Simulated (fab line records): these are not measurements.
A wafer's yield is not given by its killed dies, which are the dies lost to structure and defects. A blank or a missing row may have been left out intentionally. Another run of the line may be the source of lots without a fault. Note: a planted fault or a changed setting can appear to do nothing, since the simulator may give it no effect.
8D (eight disciplines) problem report, filled in by code | flow sfqLine | the parts of the form that need people (team, actions taken, sign-off) are left out

1. WHAT IS WRONG
headPressurePsi at SFQ_TRILAYER_A5B_CMP_CMP_130 reads a mean of 3.193 psi on 2 wafers of 2 lots; wafers without a fault read 3.001 psi with a standard deviation of 0.0061. That is +31 standard deviations from the usual mean.
The step: polishes, stops on Nb, target thk 340.7 nm.
Seen first at day 67 00:23 on cmp-01, wafer L894.4. At this step, 42 wafers from 14 lots have a number in the record. The rule behind "out" and "out of limits": a value lying over 4 standard deviations away from the usual mean. The rest of the wafers with a number are treated as sound.

2. WHAT THIS IS AND IS NOT
question                    | is                | is not
which readings at this step | headPressurePsi   | motorCurrentA, slurryFlowMlMin
which lots                  | L894, L895        | L878, L879, L882, L883, L884, L885, L886, L887, L889, L896, L897, L898
which wafers of those lots  | L894.4, L895.5    | L894.2, L894.3, L895.2, L895.6
read on which tools         | cmp-01            | cmp-02
when                        | from day 67 00:23 | up to then (29 sound wafers); but 11 sound wafers of L895, L896, L897, L898 came after

3. WHAT RULES OUT EACH SUSPECT
Counting: a tool at a process step up to the reading stays a suspect if it ran every lot that is out. Sound lots after the first of them don't rule it out here, since some wafers of a struck lot are sound.
- rieMetal-03 at SFQ_TRILAYER_I3_VIA_STRIP_STRIP_089 (strips in O2): kept. It processed each lot that is out (first: L894, day 48 18:06); up to then, its last sound lot is L886 (day 40 03:37).
- cmp-01 at SFQ_TRILAYER_A5B_CMP_CMP_130 (polishes, stops on Nb, target thk 340.7 nm): kept. It processed each lot that is out (first: L894, day 67 00:23); up to then, its last sound lot is L884 (day 62 14:35). Its own readings are out on those wafers: headPressurePsi.
- cmp-01, SFQ_TRILAYER_A5B_CMP_CMP_130: wafers that are out in chamber 2, sound lot-mates in chambers 1, 3.
Remaining after the count are rieMetal-03 at SFQ_TRILAYER_I3_VIA_STRIP_STRIP_089 and cmp-01 at SFQ_TRILAYER_A5B_CMP_CMP_130.

4. THE CAUSE (what the simulator had put in)
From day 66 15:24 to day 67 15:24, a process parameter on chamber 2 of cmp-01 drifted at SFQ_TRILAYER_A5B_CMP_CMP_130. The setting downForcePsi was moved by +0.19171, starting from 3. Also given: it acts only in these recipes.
This tool is one of the 2 suspects left after counting.

5. THE CHAIN OF EFFECTS, in route order
Rows list readings where the struck wafers' mean (over those with a number) sits beyond 3 standard deviations from the usual. Only readings whose record carries a usual standard deviation are examined. hours: median over the lots of the time between each lot's start at the first step of this table that gives one and its start at this step. sigmas: the change, counted in usual standard deviations.
hours | step                         | reading         | usual     | on struck wafers | change | sigmas
0     | SFQ_TRILAYER_A5B_CMP_CMP_130 | headPressurePsi | 3.001 psi | 3.193            | +0.192 | +31
It contains these process steps:
- SFQ_TRILAYER_A5B_CMP_CMP_130: polishes, stops on Nb, target thk 340.7 nm.
At these later measuring or inspecting steps, every struck wafer for which the step has a row has a number for every such reading, and none has moved that far: SFQ_I6_BOW_MEAS_941.

6. WHAT WOULD HAVE CAUGHT IT SOONER
9 hours passed between the start of the fault at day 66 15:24 and the first reading out of limits in this record, taken at day 67 00:23.
